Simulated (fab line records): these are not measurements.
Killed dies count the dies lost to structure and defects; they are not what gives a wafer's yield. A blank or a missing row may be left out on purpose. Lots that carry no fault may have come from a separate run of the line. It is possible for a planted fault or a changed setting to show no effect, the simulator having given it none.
Chamber matching :: flow gf180mcu :: GF_STI_ETCH_14 on rie_si-02 has 4 sister chambers
The step etches Si in HBr/Cl2/O2, target depth 360 nm, time 102.9 s. 7 wafers are shown with their chamber, then 8 later ones without.

## WAFERS WITH THEIR CHAMBER
wafer: L137.6
chamber: 1
oes_product_au (a.u.): 0.996
throttle_valve_pct (%): 25.670

wafer: L141.2
chamber: 2
oes_product_au (a.u.): 0.985
throttle_valve_pct (%): 25.668

wafer: L142.4
chamber: 3
oes_product_au (a.u.): 1.007
throttle_valve_pct (%): 25.637

wafer: L144.1
chamber: 3
oes_product_au (a.u.): 0.988
throttle_valve_pct (%): 25.661

wafer: L144.2
chamber: 0
oes_product_au (a.u.): 1.009
throttle_valve_pct (%): 25.659

wafer: L144.4
chamber: 2
oes_product_au (a.u.): 0.988
throttle_valve_pct (%): 25.657

wafer: L147.1
chamber: 0
oes_product_au (a.u.): 0.999
throttle_valve_pct (%): 25.660

## WAFERS WITHOUT THEIR CHAMBER
wafer: L147.2
oes_product_au (a.u.): 0.994
throttle_valve_pct (%): 25.651

wafer: L147.3
oes_product_au (a.u.): 0.997
throttle_valve_pct (%): 25.654

wafer: L148.1
oes_product_au (a.u.): 0.996
throttle_valve_pct (%): 25.661

wafer: L148.3
oes_product_au (a.u.): 1.003
throttle_valve_pct (%): 25.656

wafer: L148.4
oes_product_au (a.u.): 0.996
throttle_valve_pct (%): 25.646

wafer: L149.4
oes_product_au (a.u.): 1.008
throttle_valve_pct (%): 25.649

wafer: L149.5
oes_product_au (a.u.): 0.990
throttle_valve_pct (%): 25.667

wafer: L149.6
oes_product_au (a.u.): 1.009
throttle_valve_pct (%): 25.651

## CHAMBER TAKEN BY EACH
wafer: L147.2
from the rows above: can't be placed: 3 or 2 or 0 or 1
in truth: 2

wafer: L147.3
from the rows above: can't be placed: 3 or 0 or 2 or 1
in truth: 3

wafer: L148.1
from the rows above: can't be placed: 1 or 0 or 2 or 3
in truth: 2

wafer: L148.3
from the rows above: can't be placed: 0 or 3 or 1 or 2
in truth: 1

wafer: L148.4
from the rows above: can't be placed: 3 or 0 or 2 or 1
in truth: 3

wafer: L149.4
from the rows above: can't be placed: 0 or 3 or 1 or 2
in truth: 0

wafer: L149.5
from the rows above: can't be placed: 2 or 1 or 0 or 3
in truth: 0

wafer: L149.6
from the rows above: can't be placed: 0 or 3 or 1 or 2
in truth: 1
Placed correctly: 0 of 8. These rows do not allow placing 8 (true chamber among the candidates in 8). Placed wrongly: 0.
How it was worked out, from the rows above alone: a wafer's distance from a chamber is the root of the sum, over the readings, of the square of ((its reading less the chamber's mean) divided by the reading's scatter). The wafer belongs to the nearest chamber; if the next one is less than 2 further off, it can't be placed. For every chamber, the mean is computed from those of its wafers that are shown. How the scatter is found: for the shown wafers, subtract from each reading the mean of its chamber, square and add these, divide the total by (wafers less chambers), then take the root.
